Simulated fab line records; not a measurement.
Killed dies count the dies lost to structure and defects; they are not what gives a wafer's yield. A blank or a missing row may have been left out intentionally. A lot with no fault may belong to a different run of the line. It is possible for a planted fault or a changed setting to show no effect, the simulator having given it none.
Split-lot experiment    flow sfq line    5 lots, 23 wafers read, on a route of 325 steps

## THE SPLIT
At SFQ_TRILAYER_I3_VIA_LITHO_EXPOSE_086 (exposes mask I3, target cd 500 nm), the setting dose mj was moved away from the recipe's 21.3 on 5 of the 23 wafers read, by -2.5% to +4.2%. All remaining wafers had this setting at the recipe value.

## FROM THE SPLIT TO THE READING: what the file shows between them, 3 steps
- SFQ_TRILAYER_I3_VIA_LITHO_PEB_088: peb time 60 s
- SFQ_TRILAYER_I3_VIA_LITHO_DEVELOP_087: time 60 s
- SFQ_TRILAYER_I3_VIA_BARC_OPEN_VIA_ETCH_121: etches BARC in O2, target depth 125 nm, time 41.7 s

## THE READING
I3.cd nm (the simulator's own value, which no gauge read), in nm, at SFQ_TRILAYER_I3_VIA_ETCH_VIA_ETCH_088 (etches SiO2 in CHF3, stops on Nb, target depth 260 nm). The file gives no usual value for it. Here, 18 wafers ran the recipe; their average is 500.0 nm with a standard deviation of 2.6 nm.

wafer   tool, chamber at the split  dose mj as run  against the recipe  I3.cd nm, nm  against lot-mates on the recipe
L076.1  krf scanner-02, 0           21.3            recipe              504           -
L076.2  krf scanner-02, 0           21.3            recipe              502.8         -
L076.4  krf scanner-02, 0           21.3            recipe              503.7         -
L076.5  krf scanner-02, 0           21.3            recipe              502.6         -
L076.6  krf scanner-02, 0           21.3            recipe              504.3         -
L078.1  krf scanner-02, 0           21.3            recipe              501.7         -
L078.2  krf scanner-02, 0           20.77           -2.5%               495.7         -4.7
L078.3  krf scanner-02, 0           21.3            recipe              499.8         -
L078.4  krf scanner-02, 0           21.3            recipe              499.6         -
L078.5  krf scanner-02, 0           20.77           -2.5%               495.9         -4.5
L079.1  krf scanner-01, 0           21.3            recipe              495.8         -
L079.2  krf scanner-01, 0           21.3            recipe              497.2         -
L079.3  krf scanner-01, 0           21.3            recipe              495.8         -
L079.4  krf scanner-01, 0           21.3            recipe              499           -
L079.5  krf scanner-01, 0           21.3            recipe              497           -
L080.2  krf scanner-01, 0           21.3            recipe              497.9         -
L080.3  krf scanner-01, 0           21.3            recipe              498.8         -
L080.6  krf scanner-01, 0           21.3            recipe              500.3         -
L081.1  krf scanner-01, 0           22.2            +4.2%               503.6         +4.0
L081.2  krf scanner-01, 0           22.2            +4.2%               505.6         +6.0
L081.3  krf scanner-01, 0           21.3            recipe              499.6         -
L081.4  krf scanner-01, 0           21.3            recipe              499.6         -
L081.6  krf scanner-01, 0           22.2            +4.2%               504.3         +4.7

THE FIT
A straight line over all 23 wafers: I3.cd nm changes by +1.21 nm for each +1% of dose mj; r = +0.64; the points scatter about the line by 2.5 nm.
The same after taking each lot's own level away (the mean of its wafers on the recipe; 23 wafers): +1.31 nm for each +1%; r = +0.92; scatter 0.99 nm.
The reading moves by 5.5 nm for the largest change in dose mj, on that fit.
The span of the lots' own levels, 496.96 to 503.48 nm, comes to 2.5 times the standard deviation stated above.
So the lot-to-lot level blurs the effect unless lot-mates are compared.
Check: +5.86 nm against its lot-mates is what the line predicts for one of the wafers moved furthest among these (+4.2%) when that wafer is left out of the fit. Against them it came out at +4 nm.

## FURTHER SPLITS ON THESE WAFERS
These wafers also went through other splits before the reading. Each is held against what the fit with the lots' levels taken away leaves over:
other split on the same wafers                       wafers away from the commonest value  r with I3.cd nm (lot level and that fit taken away)
SFQ_TRILAYER_I1_VIA_LITHO_COAT_049 spin rpm          6                                     +0.23
SFQ_TRILAYER_I1_VIA_BARC_OPEN_VIA_ETCH_071 source w  9                                     -0.06
SFQ_TRILAYER_M2_LITHO_EXPOSE_058 dose mj             10                                    -0.12
SFQ_TRILAYER_M2_BARC_OPEN_METAL_ETCH_077 bias w      7                                     -0.13
SFQ_TRILAYER_I2_VIA_LITHO_COAT_067 spin rpm          7                                     -0.51
SFQ_TRILAYER_M3_LITHO_COAT_080 resist thk nm         7                                     +0.18

## THE WHOLE CHAIN: every reading that the file lists as answering this split, in the file's order
step                                        what it does                                           reading                                                    change (the file's fit)               r (the file's)
SFQ_TRILAYER_I3_VIA_BARC_OPEN_VIA_ETCH_121  etches BARC in O2, target depth 125 nm, time 41.7 s    I3.cd nm (the simulator's own value, which no gauge read)  +1.45 nm for each +1% of the setting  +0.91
SFQ_TRILAYER_I3_VIA_ETCH_VIA_ETCH_088       etches SiO2 in CHF3, stops on Nb, target depth 260 nm  I3.cd nm (the simulator's own value, which no gauge read)  +1.34 nm for each +1% of the setting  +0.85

## FILE'S OWN FIT
I3.cd nm changes by +1.34 nm for each +1% of dose mj, r = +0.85.
